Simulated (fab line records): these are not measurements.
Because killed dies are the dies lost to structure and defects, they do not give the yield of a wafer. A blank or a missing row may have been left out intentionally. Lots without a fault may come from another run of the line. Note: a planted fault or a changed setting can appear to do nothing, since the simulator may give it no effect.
Which tool was responsible? -- flow gf180mcu -- 12 lots, 36 wafers sampled, at 5 steps of a route of 602

WHAT THE GAUGES READ, wafer by wafer
GF_M5_OVL_MEAS_08.
lot,measured,on,M5_OVL (nm)
L461,day 26 12:21,overlay-01,5 9 6
L462,day 27 03:18,overlay-01,12 10 6
L463,day 27 08:57,overlay-01,12 14 18
L464,day 27 17:15,overlay-01,4 -6 -9
L465,day 27 22:16,overlay-02,0 5 -1
L467,day 28 13:59,overlay-01,10 9 11
L472,day 30 01:40,overlay-01,7 7 3
L473,day 30 11:24,overlay-02,3 3 -2
L474,day 30 18:40,overlay-01,3 -6 -3
L476,day 31 06:20,overlay-01,3 -4 -3
L480,day 32 05:37,overlay-01,9 1 -2
L481,day 32 11:56,overlay-02,2 -5 3

GF_V5_THK_MEAS_01.
lot,measured,on,V5_CVD_00_THK (nm)
L461,day 26 13:07,film_metro-01,297 302 302
L462,day 27 04:04,film_metro-02,301 305 299
L463,day 27 09:49,film_metro-04,296 297 295
L464,day 27 18:08,film_metro-02,297 297 300
L465,day 27 23:02,film_metro-02,297 301 298
L467,day 28 14:46,film_metro-04,296 295 295
L472,day 30 02:36,film_metro-02,240 236 237
L473,day 30 12:10,film_metro-01,240 246 243
L474,day 30 19:26,film_metro-02,298 295 299
L476,day 31 07:07,film_metro-01,294 292 295
L480,day 32 06:23,film_metro-01,293 292 296
L481,day 32 12:52,film_metro-02,298 301 298

GF_V5_CD_MEAS_14 targets a cd of 260 nm.
lot,measured,on,cd_nm (nm)
L461,day 27 10:13,cd_sem-02,258.6 258.6 259.4
L462,day 28 00:43,cd_sem-02,262.8 261.5 262.5
L463,day 28 05:59,cd_sem-02,260.5 260.5 260.5
L464,day 28 14:14,cd_sem-02,258.5 256.8 258.6
L465,day 28 19:01,cd_sem-02,259.8 260.2 259.6
L467,day 29 09:58,cd_sem-02,259.4 260.5 259.7
L472,day 30 21:13,cd_sem-01,260.8 260.2 261.1
L473,day 31 06:55,cd_sem-02,260.4 259.4 259.1
L474,day 31 14:22,cd_sem-02,258.3 259.1 259.0
L476,day 32 01:13,cd_sem-02,259.0 259.1 259.0
L480,day 32 23:25,cd_sem-02,262.0 262.7 261.2
L481,day 33 06:04,cd_sem-01,259.1 256.9 258.7

EACH LOT AND THE TOOL THAT RAN IT (in order: tool; ch and the chambers of the sampled wafers; start)
lot,GF_MIM_SPUTTER_03,GF_V5_CVD_00
L461,"pvd_sputter-02, day 24 16:37","hdpcvd-02 ch 0,1,2, day 26 13:04"
L462,"pvd_sputter-02, day 25 08:08","hdpcvd-02 ch 0,1, day 27 04:01"
L463,"pvd_sputter-02, day 25 14:04","hdpcvd-01 ch 1,2, day 27 09:46"
L464,"pvd_sputter-04, day 25 22:47","hdpcvd-02 ch 1,2, day 27 18:05"
L465,"pvd_sputter-01, day 26 04:56","hdpcvd-01 ch 0,2, day 27 22:59"
L467,"pvd_sputter-04, day 26 21:18","hdpcvd-01 ch 0,1,2, day 28 14:43"
L472,"pvd_sputter-04, day 28 10:51","hdpcvd-02 ch 0,1,2, day 30 02:32"
L473,"pvd_sputter-01, day 28 20:31","hdpcvd-02 ch 0,1, day 30 12:07"
L474,"pvd_sputter-02, day 29 05:33","hdpcvd-01 ch 0,1,2, day 30 19:23"
L476,"pvd_sputter-02, day 29 16:11","hdpcvd-01 ch 1,2, day 31 07:04"
L480,"pvd_sputter-01, day 30 18:15","hdpcvd-01 ch 0,1,2, day 32 06:20"
L481,"pvd_sputter-02, day 31 00:14","hdpcvd-01 ch 1,2, day 32 12:47"
- GF_MIM_SPUTTER_03: material Ti, target thk 10 nm, time 6.7 s.
- GF_V5_CVD_00: deposits SiO2, target thk 300 nm, time 50 s.

AS READ BY THE TOOLS THEMSELVES (means over the sampled wafers that have a number; for cases with no such wafer, the mark the record gives instead)
GF_MIM_SPUTTER_03.
lot,tool,throttle_valve_pct (%)
L461,pvd_sputter-02,29.2
L462,pvd_sputter-02,29.6
L463,pvd_sputter-02,29.3
L464,pvd_sputter-04,30.2
L465,pvd_sputter-01,29.9
L467,pvd_sputter-04,29.6
L472,pvd_sputter-04,29.8
L473,pvd_sputter-01,30.9
L474,pvd_sputter-02,29.7
L476,pvd_sputter-02,29.3
L480,pvd_sputter-01,30.0
L481,pvd_sputter-02,29.7

GF_V5_CVD_00.
lot,tool,sih4_flow_sccm (sccm)
L461,hdpcvd-02,59.96
L462,hdpcvd-02,60.34
L463,hdpcvd-01,59.91
L464,hdpcvd-02,60.19
L465,hdpcvd-01,60.21
L467,hdpcvd-01,59.98
L472,hdpcvd-02,48.03
L473,hdpcvd-02,47.91
L474,hdpcvd-01,59.97
L476,hdpcvd-01,60.08
L480,hdpcvd-01,60.12
L481,hdpcvd-01,60.01

THE ANSWER, worked out from the rows above alone
Rule: what is usual is taken from the lots themselves. The widest of any qualifying gaps counts: lots, ordered by their means at a reading, are off when they make up no more than a third of the lots, leave a main group of 4 or more, and stand apart from it by 3 or more times the standard deviation of that group's means. A main group is skipped when, at the precision printed for the reading in the tables above, its means are all equal. A lot without any number at a reading at which 4 lots or more have one is off too. Where the step has rows for the other lots, those lots are counted as sound. After the gauges, taken in route order, come the tools' own readings; for these a lot's mean is taken, as printed above. At the first step where some lot is off, the reading lying furthest off is the one used; lots without a number count as furthest.
Off: L472, L473, at GF_V5_THK_MEAS_01 (V5_CVD_00_THK). For the main group the mean is 297 nm and the standard deviation 2.6.
A tool fits if, at a process step before that reading, it ran every lot that is off, and no sound lot after the first of them. The gauges at GF_V5_THK_MEAS_01 aren't tried: what is off there is off at GF_V5_CVD_00 too, on other tools, and a gauge's error can't cause that. One candidate fits, namely hdpcvd-02 at GF_V5_CVD_00. A fault onset in the window from L464 (day 27 18:05, its last sound lot) to L472 (day 30 02:32, its first lot off) fits.
On the lots that are off, the tool's own readings at GF_V5_CVD_00 differ by more than 5 times the standard deviation of the sound lots' means, which bears it out; sih4_flow_sccm reads 47.97 sccm there versus 60.08 sccm on the sound lots.

WHAT THE SIMULATOR HAD PUT IN
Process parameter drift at GF_V5_CVD_00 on hdpcvd-02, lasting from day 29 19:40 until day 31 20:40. From 60, the setting sih4_flow_sccm moved by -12. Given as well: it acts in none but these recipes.
Shown lots that were struck: L472, L473. The rule above found the same.
